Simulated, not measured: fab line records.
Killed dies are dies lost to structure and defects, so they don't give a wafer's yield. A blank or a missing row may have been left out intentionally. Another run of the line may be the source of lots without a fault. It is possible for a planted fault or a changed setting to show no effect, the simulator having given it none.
Matching of chambers    flow sky130    SKY_VIA2_ETCH_14 on rie_diel-04: 4 sister chambers
The step etches BARC in N2/H2, stops on SiO2, time 45.9 s, target depth 60 nm. 4 wafers are shown with their chamber, then 9 later ones without.

WAFERS PAIRED WITH THEIR CHAMBERS
wafer   chamber  drypump_motor_current_A (A)
L084.1  1        6.2
L084.6  0        5.6
L086.5  2        6.1
L086.6  3        5.9

WAFERS MISSING THEIR CHAMBER
wafer   drypump_motor_current_A (A)
L089.2  6.1
L089.3  5.8
L089.5  5.6
L092.3  6.2
L092.5  6.2
L092.6  6.1
L093.2  6.2
L093.3  5.9
L093.5  6.2

THE CHAMBER EACH PASSED THROUGH
wafer   from the rows above  in truth
L089.2  2                    2
L089.3  3                    3
L089.5  0                    0
L092.3  1                    1
L092.5  1                    1
L092.6  2                    2
L093.2  1                    1
L093.3  3                    3
L093.5  1                    1
9 of 9 placed correctly. Left unplaced by these rows: 0. Wrongly placed: 0.
How it was worked out, from the rows above alone: a wafer's distance from a chamber is the root of the sum, over the readings, of the square of ((its reading less the chamber's mean) divided by the reading's scatter). The wafer belongs to the nearest chamber; if the next one is less than 2 further off, it can't be placed. For every chamber, the mean is computed from those of its wafers that are shown. The scatter: root of mean squared gap, hidden wafer to nearest shown wafer, with one shown wafer a chamber.
